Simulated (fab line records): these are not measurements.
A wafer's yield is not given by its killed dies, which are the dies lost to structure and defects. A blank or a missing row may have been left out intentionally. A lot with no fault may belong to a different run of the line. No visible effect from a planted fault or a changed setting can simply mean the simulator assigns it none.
Which tool was responsible? + flow sky130 + 24 lots with 72 wafers sampled at 6 steps, on a route of 708 steps

WHAT EACH GAUGE READ, for each wafer
SKY_VT_ADJUST_LVTN_OVL_MEAS_07.
| lot  | measured     | on         | VT_ADJUST_LVTN_OVL (nm) |
|------|--------------|------------|-------------------------|
| L074 | day 6 17:59  | overlay-02 | 1.9 1.6 -0.9            |
| L075 | day 7 00:00  | overlay-02 | -1.5 -1.2 0.1           |
| L076 | day 7 06:04  | overlay-02 | 0.9 0.3 -1.6            |
| L077 | day 7 15:25  | overlay-02 | -0.1 -1.0 -1.1          |
| L078 | day 7 21:28  | overlay-01 | -0.9 -0.2 -1.0          |
| L079 | day 8 02:39  | overlay-02 | -0.5 -1.1 -1.4          |
| L080 | day 8 13:26  | overlay-02 | -0.4 1.1 0.2            |
| L081 | day 8 20:54  | overlay-01 | 1.1 1.1 0.3             |
| L082 | day 8 23:27  | overlay-01 | 2.3 1.0 1.9             |
| L083 | day 9 08:24  | overlay-02 | 1.9 0.0 0.0             |
| L084 | day 9 19:21  | overlay-02 | 0.8 -0.3 0.4            |
| L085 | day 9 22:44  | overlay-02 | 0.3 0.9 0.9             |
| L086 | day 10 04:25 | overlay-02 | 1.3 0.0 2.1             |
| L087 | day 10 14:16 | overlay-01 | 0.9 0.1 -0.9            |
| L088 | day 10 21:51 | overlay-01 | 0.3 -0.3 -0.8           |
| L089 | day 11 01:47 | overlay-02 | 1.0 -0.4 0.2            |
| L090 | day 11 14:18 | overlay-02 | 3.5 2.5 0.9             |
| L091 | day 11 22:14 | overlay-02 | -0.5 1.6 1.6            |
| L092 | day 12 05:04 | overlay-01 | 1.2 3.4 4.2             |
| L093 | day 12 08:14 | overlay-02 | 0.9 1.1 2.8             |
| L094 | day 12 18:15 | overlay-02 | 0.4 1.0 0.7             |
| L095 | day 13 03:24 | overlay-01 | -0.8 -0.6 0.7           |
| L096 | day 13 05:10 | overlay-01 | 0.7 1.5 2.1             |
| L097 | day 13 12:47 | overlay-01 | -0.7 -0.9 -0.2          |

SKY_GATE_OXIDE_THK_MEAS_02.
| lot  | measured     | on            | GATE_OXIDE_OXIDATION_00_THK (nm) |
|------|--------------|---------------|----------------------------------|
| L074 | day 12 23:18 | film-metro-03 | 10.21 10.05 9.80                 |
| L075 | day 13 05:45 | film-metro-01 | 9.84 10.02 9.93                  |
| L076 | day 13 18:30 | film-metro-04 | 10.05 10.29 10.33                |
| L077 | day 14 09:37 | film-metro-04 | 10.10 10.12 10.00                |
| L078 | day 14 14:32 | film-metro-03 | 10.31 10.26 10.18                |
| L079 | day 14 21:02 | film-metro-01 | 10.19 10.17 10.10                |
| L080 | day 15 03:48 | film-metro-04 | 10.24 10.49 10.28                |
| L081 | day 15 12:08 | film-metro-04 | 9.87 9.94 9.99                   |
| L082 | day 15 17:47 | film-metro-04 | 9.92 9.95 9.99                   |
| L083 | day 16 04:50 | film-metro-04 | 10.27 10.36 10.21                |
| L084 | day 16 19:20 | film-metro-04 | 10.14 9.98 9.99                  |
| L085 | day 16 23:26 | film-metro-03 | 10.25 10.21 10.13                |
| L086 | day 17 05:19 | film-metro-04 | 10.26 10.28 10.35                |
| L087 | day 17 17:10 | film-metro-03 | 10.35 10.15 10.23                |
| L088 | day 18 01:19 | film-metro-03 | 10.05 10.00 10.09                |
| L089 | day 18 07:47 | film-metro-01 | 10.15 10.24 9.99                 |
| L090 | day 18 20:29 | film-metro-04 | 10.49 10.19 10.49                |
| L091 | day 19 08:41 | film-metro-04 | 10.03 10.13 9.93                 |
| L092 | day 19 22:29 | film-metro-03 | 10.34 10.23 10.21                |
| L093 | day 19 22:28 | film-metro-01 | 10.23 10.18 10.30                |
| L094 | day 20 10:35 | film-metro-04 | 10.27 10.30 10.37                |
| L095 | day 20 21:37 | film-metro-01 | 10.22 10.15 10.05                |
| L096 | day 20 23:47 | film-metro-01 | 10.24 10.39 10.17                |
| L097 | day 21 11:19 | film-metro-04 | 10.02 10.05 9.96                 |

SKY_LOCAL_INTERCONNECT_CD_MEAS_11 targets a cd of 170 nm.
| lot  | measured     | on        | cd-nm (nm)        |
|------|--------------|-----------|-------------------|
| L074 | day 31 06:11 | cd-sem-01 | 167.7 170.5 169.9 |
| L075 | day 31 11:13 | cd-sem-01 | 167.8 168.3 167.6 |
| L076 | day 32 02:48 | cd-sem-01 | 168.4 169.3 169.2 |
| L077 | day 32 19:14 | cd-sem-02 | 168.7 168.0 167.2 |
| L078 | day 33 02:57 | cd-sem-02 | 170.9 172.2 170.9 |
| L079 | day 33 07:59 | cd-sem-01 | 171.1 170.3 171.9 |
| L080 | day 33 14:35 | cd-sem-02 | 170.9 168.8 168.9 |
| L081 | day 33 22:20 | cd-sem-02 | 169.8 171.6 170.0 |
| L082 | day 34 03:56 | cd-sem-02 | 169.6 169.3 169.4 |
| L083 | day 34 16:44 | cd-sem-02 | 166.7 167.9 167.6 |
| L084 | day 34 23:20 | cd-sem-02 | 167.7 168.6 168.4 |
| L085 | day 35 12:56 | cd-sem-01 | 171.5 171.6 172.5 |
| L086 | day 35 14:07 | cd-sem-02 | 171.5 170.6 170.9 |
| L087 | day 36 01:48 | cd-sem-02 | 170.1 171.1 170.5 |
| L088 | day 36 07:32 | cd-sem-02 | 168.3 168.8 172.1 |
| L089 | day 36 12:29 | cd-sem-01 | 170.7 169.9 169.8 |
| L090 | day 37 01:32 | cd-sem-02 | 171.6 171.8 171.4 |
| L091 | day 37 15:53 | cd-sem-02 | 168.0 169.4 168.7 |
| L092 | day 38 02:40 | cd-sem-01 | 169.7 170.0 169.7 |
| L093 | day 38 01:17 | cd-sem-01 | 168.9 172.4 170.2 |
| L094 | day 38 08:26 | cd-sem-02 | 169.6 169.3 168.8 |
| L095 | day 38 18:37 | cd-sem-02 | 167.4 167.7 168.9 |
| L096 | day 39 00:13 | cd-sem-01 | 168.5 170.6 168.9 |
| L097 | day 39 07:05 | cd-sem-01 | 168.6 169.4 170.5 |

SKY_CONTACT_CD_MEAS_14 targets a cd of 170 nm.
| lot  | measured     | on        | cd-nm (nm)        |
|------|--------------|-----------|-------------------|
| L074 | day 32 12:14 | cd-sem-01 | 169.9 169.1 169.9 |
| L075 | day 32 17:19 | cd-sem-01 | 168.2 169.0 167.6 |
| L076 | day 33 10:03 | cd-sem-01 | 171.3 172.8 171.8 |
| L077 | day 34 01:15 | cd-sem-02 | 170.4 170.8 171.0 |
| L078 | day 34 08:15 | cd-sem-01 | 174.5 173.8 174.8 |
| L079 | day 34 14:35 | cd-sem-02 | 169.6 170.0 169.7 |
| L080 | day 34 21:08 | cd-sem-01 | 172.9 171.9 172.5 |
| L081 | day 35 04:23 | cd-sem-02 | 171.1 171.1 170.6 |
| L082 | day 35 10:05 | cd-sem-02 | 168.7 168.9 169.0 |
| L083 | day 35 23:00 | cd-sem-02 | 168.8 168.1 169.5 |
| L084 | day 36 05:36 | cd-sem-02 | 169.2 168.2 169.1 |
| L085 | day 36 19:17 | cd-sem-02 | 168.5 168.3 167.5 |
| L086 | day 36 20:32 | cd-sem-01 | 169.8 169.0 169.7 |
| L087 | day 37 08:07 | cd-sem-02 | 169.4 169.3 169.0 |
| L088 | day 37 13:50 | cd-sem-02 | 167.4 169.5 168.7 |
| L089 | day 37 18:47 | cd-sem-02 | 171.3 171.6 172.5 |
| L090 | day 38 08:02 | cd-sem-01 | 169.8 169.9 169.9 |
| L091 | day 38 22:21 | cd-sem-02 | 168.5 169.5 170.1 |
| L092 | day 39 09:25 | cd-sem-02 | 169.0 169.3 169.0 |
| L093 | day 39 07:41 | cd-sem-02 | 171.9 171.1 171.5 |
| L094 | day 39 15:02 | cd-sem-02 | 170.7 170.7 171.4 |
| L095 | day 40 00:31 | cd-sem-01 | 170.2 171.2 170.0 |
| L096 | day 40 06:19 | cd-sem-02 | 170.5 170.8 171.1 |
| L097 | day 40 13:05 | cd-sem-02 | 169.3 169.5 171.1 |

WHICH TOOL RAN EACH LOT (tool, then ch and the chambers of the sampled wafers, then the start)
| lot  | SKY_LI_CONTACT_ETCH_15             | SKY_LOCAL_INTERCONNECT_SPUTTER_00 |
|------|------------------------------------|-----------------------------------|
| L074 | rie-diel-04 ch 1,2, day 30 00:27   | pvd-sputter-04, day 30 01:34      |
| L075 | rie-diel-02 ch 0,1,3, day 30 05:18 | pvd-sputter-03, day 30 06:25      |
| L076 | rie-diel-04 ch 1,2,3, day 30 20:47 | pvd-sputter-04, day 30 21:54      |
| L077 | rie-diel-02 ch 2,3, day 31 13:02   | pvd-sputter-04, day 31 14:10      |
| L078 | rie-diel-02 ch 0,1, day 31 21:03   | pvd-sputter-03, day 31 22:10      |
| L079 | rie-diel-04 ch 0,1,3, day 32 01:17 | pvd-sputter-02, day 32 02:31      |
| L080 | rie-diel-01 ch 1,2, day 32 08:59   | pvd-sputter-04, day 32 10:07      |
| L081 | rie-diel-02 ch 0,3, day 32 16:32   | pvd-sputter-03, day 32 17:40      |
| L082 | rie-diel-01 ch 0,1,2, day 32 23:14 | pvd-sputter-04, day 33 00:23      |
| L083 | rie-diel-02 ch 0,1, day 33 08:56   | pvd-sputter-02, day 33 11:35      |
| L084 | rie-diel-04 ch 0,1, day 33 17:35   | pvd-sputter-04, day 33 18:43      |
| L085 | rie-diel-02 ch 0,1,2, day 34 07:05 | pvd-sputter-04, day 34 08:13      |
| L086 | rie-diel-04 ch 0,1,2, day 34 08:33 | pvd-sputter-04, day 34 09:41      |
| L087 | rie-diel-01 ch 0,1, day 34 19:14   | pvd-sputter-02, day 34 20:23      |
| L088 | rie-diel-02 ch 0,2,3, day 35 00:57 | pvd-sputter-04, day 35 02:05      |
| L089 | rie-diel-01 ch 0,1,3, day 35 06:50 | pvd-sputter-04, day 35 07:58      |
| L090 | rie-diel-01 ch 0,1,3, day 35 18:47 | pvd-sputter-03, day 35 19:56      |
| L091 | rie-diel-04 ch 0,1,2, day 36 09:11 | pvd-sputter-04, day 36 10:19      |
| L092 | rie-diel-01 ch 0,1,3, day 36 20:15 | pvd-sputter-03, day 36 21:26      |
| L093 | rie-diel-01 ch 1,2, day 36 19:06   | pvd-sputter-03, day 36 20:32      |
| L094 | rie-diel-01 ch 0,1,3, day 37 02:29 | pvd-sputter-04, day 37 03:44      |
| L095 | rie-diel-01 ch 0,1,2, day 37 12:11 | pvd-sputter-03, day 37 13:28      |
| L096 | rie-diel-01 ch 1,2,3, day 37 17:45 | pvd-sputter-03, day 37 19:02      |
| L097 | rie-diel-04 ch 1,2,3, day 38 00:51 | pvd-sputter-03, day 38 01:59      |
- SKY_LI_CONTACT_ETCH_15: etches PSG in C4F8/O2/Ar, stops on Si, target depth 600 nm.
- SKY_LOCAL_INTERCONNECT_SPUTTER_00: material TiN, target thk 100 nm, time 83.3 s.

WHAT THE TOOLS THEMSELVES READ (means of the sampled wafers that have a number; where no wafer has one, the mark that the record gives instead)
SKY_LI_CONTACT_ETCH_15.
| lot  | tool        | chamber-pressure-mTorr (mTorr) | oes-product-au (a.u.) |
|------|-------------|--------------------------------|-----------------------|
| L074 | rie-diel-04 | 39.98                          | 0.835                 |
| L075 | rie-diel-02 | 40.02                          | 0.835                 |
| L076 | rie-diel-04 | 40.01                          | 0.838                 |
| L077 | rie-diel-02 | 40.00                          | 0.836                 |
| L078 | rie-diel-02 | 40.01                          | 0.837                 |
| L079 | rie-diel-04 | 40.02                          | 0.838                 |
| L080 | rie-diel-01 | 39.99                          | 0.835                 |
| L081 | rie-diel-02 | 39.96                          | 0.839                 |
| L082 | rie-diel-01 | 39.99                          | 0.837                 |
| L083 | rie-diel-02 | 39.98                          | 0.842                 |
| L084 | rie-diel-04 | 40.02                          | 0.837                 |
| L085 | rie-diel-02 | 39.99                          | 0.840                 |
| L086 | rie-diel-04 | 39.98                          | 0.837                 |
| L087 | rie-diel-01 | 39.95                          | 0.839                 |
| L088 | rie-diel-02 | 40.03                          | 0.839                 |
| L089 | rie-diel-01 | 40.01                          | 0.835                 |
| L090 | rie-diel-01 | 40.00                          | 0.836                 |
| L091 | rie-diel-04 | 40.01                          | 0.832                 |
| L092 | rie-diel-01 | 39.97                          | 0.836                 |
| L093 | rie-diel-01 | 39.94                          | 0.836                 |
| L094 | rie-diel-01 | 40.00                          | 0.839                 |
| L095 | rie-diel-01 | 40.00                          | 0.834                 |
| L096 | rie-diel-01 | 40.02                          | 0.843                 |
| L097 | rie-diel-04 | 40.05                          | 0.837                 |

SKY_LOCAL_INTERCONNECT_SPUTTER_00.
| lot  | tool           | throttle-valve-pct (%) |
|------|----------------|------------------------|
| L074 | pvd-sputter-04 | 29.9                   |
| L075 | pvd-sputter-03 | 30.6                   |
| L076 | pvd-sputter-04 | 30.2                   |
| L077 | pvd-sputter-04 | 30.1                   |
| L078 | pvd-sputter-03 | 30.5                   |
| L079 | pvd-sputter-02 | 30.8                   |
| L080 | pvd-sputter-04 | 30.5                   |
| L081 | pvd-sputter-03 | 29.3                   |
| L082 | pvd-sputter-04 | 31.1                   |
| L083 | pvd-sputter-02 | 30.9                   |
| L084 | pvd-sputter-04 | 29.8                   |
| L085 | pvd-sputter-04 | 30.5                   |
| L086 | pvd-sputter-04 | 30.3                   |
| L087 | pvd-sputter-02 | 30.3                   |
| L088 | pvd-sputter-04 | 30.1                   |
| L089 | pvd-sputter-04 | 30.5                   |
| L090 | pvd-sputter-03 | 30.3                   |
| L091 | pvd-sputter-04 | 29.7                   |
| L092 | pvd-sputter-03 | 30.5                   |
| L093 | pvd-sputter-03 | 29.9                   |
| L094 | pvd-sputter-04 | 30.9                   |
| L095 | pvd-sputter-03 | 29.4                   |
| L096 | pvd-sputter-03 | 29.8                   |
| L097 | pvd-sputter-03 | 29.6                   |

THE ANSWER, worked out from the rows above alone
Rule: usual is defined by the lots themselves. Put in order of their means at a reading, lots are off if they are a third of the lots or fewer, leave a main group of 4 or more, and stand apart from it by a gap of 3 or more times the standard deviation of the main group's means; of several such gaps the widest counts. If all means in a main group match to the digits the tables above print for the reading, that group is not used. A lot without any number at a reading at which 4 lots or more have one is off too. Any other lot the step has rows for is counted as sound. The gauges are gone through in route order, then the tools' own readings, and for those a lot's mean is taken as printed above. The first step at which some lot is off is used, and at that step the reading that is off furthest; a lot without a number counts as furthest.
No lot is off on any of the readings shown, so nothing can be concluded from this.

WHAT THE SIMULATOR HAD INSERTED
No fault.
